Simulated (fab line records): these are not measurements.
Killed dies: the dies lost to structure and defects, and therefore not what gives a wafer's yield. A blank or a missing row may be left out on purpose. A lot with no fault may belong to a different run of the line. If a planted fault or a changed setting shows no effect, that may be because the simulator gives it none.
One fault seen from 2 desks ; flow gf180mcu ; only its own numbers are on each desk; what lay behind them is given at the end

== FOR THE TOOL OWNER'S DESK: pecvd-03 ==
The tool's own readings at GF_V1_CVD_02 (deposits SiO2 from TEOS, target thk 850 nm, time 94.851 s): means of the sampled wafers that have a number, for each lot that ran on this tool. If a lot's mean is further than 4 standard deviations from the usual mean, the lot is out of limits and carries the mark OUT (the distance appears in the brackets).
Columns: A = heaterPowerW at GF_V1_CVD_02, usual 627 W; B = runLengthS at GF_V1_CVD_02, usual 122.9 s
lot;first seen here;A;B
L617;day 16 22:30;621;123.0
L622;day 18 23:12;618;123.1
L624;day 19 20:23;639;123.2
L625;day 20 14:28;630;123.0
L626;day 21 11:39;573;124.4
L639;day 25 03:01;626;123.1
This desk's verdict: no lot among the 6 shows anything out of limits.

== THE METROLOGY DESK ==
What the gauges read, lot by lot, whatever tool the lot ran on: means of the sampled wafers that have a number. If a lot's mean is further than 4 standard deviations from the usual mean, the lot is out of limits and carries the mark OUT (the distance appears in the brackets).
Columns: A = V1_CVD_02_THK at GF_V1_THK_MEAS_03, usual 849 nm; B = V1_BOW at GF_V1_BOW_MEAS_05, usual 84 um
lot;first seen here;A;B
L617;day 16 22:35;852;89
L618;day 17 04:53;856;86
L621;day 18 14:05;847;93
L622;day 18 23:16;848;86
L623;day 19 10:41;844;86
L624;day 19 20:27;850;93
L625;day 20 14:33;844;78
L626;day 21 11:43;870;89
L636;day 24 01:23;853;84
L637;day 24 09:47;850;85
L639;day 25 03:05;863;83
L640;day 25 07:16;865;86
This desk's verdict: no lot among the 12 shows anything out of limits.

== PUT TOGETHER ==
The tool owner's desk saw nothing out of limits.
At the metrology desk, nothing out of limits was observed.

== WHAT THE SIMULATOR HAD PUT IN ==
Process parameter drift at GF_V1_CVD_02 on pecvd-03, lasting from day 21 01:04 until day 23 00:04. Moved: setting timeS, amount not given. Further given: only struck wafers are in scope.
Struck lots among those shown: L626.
